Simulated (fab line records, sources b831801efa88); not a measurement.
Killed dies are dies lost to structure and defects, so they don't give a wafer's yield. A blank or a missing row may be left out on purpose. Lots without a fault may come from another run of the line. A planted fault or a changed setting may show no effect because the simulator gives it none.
Chamber matching | flow gf180mcu | GF_CONTACT_CMP_27 on cmp-01: 4 sister chambers
The step polishes, stops on SiO2, t overpolish 15 s, target thk 0 nm. 4 wafers are shown with their chamber, then 10 later ones without.

WAFERS WITH THEIR CHAMBER
wafer  | chamber | motor_current_A (A)
L278.6 | 0       | 11.3
L280.4 | 2       | 9.5
L284.3 | 3       | 10.7
L284.4 | 1       | 11.0

WAFERS WITHOUT THEIR CHAMBER
wafer  | motor_current_A (A)
L284.5 | 11.3
L287.2 | 10.9
L287.3 | 10.0
L287.5 | 10.9
L292.1 | 11.5
L292.2 | 10.6
L292.4 | 10.1
L294.1 | 10.9
L294.2 | 11.2
L294.6 | 9.9

WHICH CHAMBER EACH WENT THROUGH
wafer  | from the rows above          | in truth
L284.5 | can't be placed: 0 or 1      | 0
L287.2 | can't be placed: 1 or 3 or 0 | 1
L287.3 | can't be placed: 2 or 3 or 1 | 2
L287.5 | can't be placed: 1 or 3 or 0 | 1
L292.1 | can't be placed: 0 or 1      | 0
L292.2 | can't be placed: 3 or 1      | 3
L292.4 | can't be placed: 2 or 3 or 1 | 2
L294.1 | can't be placed: 1 or 3 or 0 | 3
L294.2 | can't be placed: 0 or 1 or 3 | 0
L294.6 | can't be placed: 2 or 3      | 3
Placed correctly: 0 of 10. Can't be placed from these rows: 10 (the true chamber is among the candidates in 10). Placed wrongly: 0.
How it was worked out, from the rows above alone: a wafer's distance from a chamber is the root of the sum, over the readings, of the square of ((its reading less the chamber's mean) divided by the reading's scatter). The wafer belongs to the nearest chamber; if the next one is less than 2 further off, it can't be placed. A chamber's mean is the mean of its shown wafers. The scatter: with one shown wafer a chamber, the root of the mean of the squares of how far each hidden wafer lies from its nearest shown one.
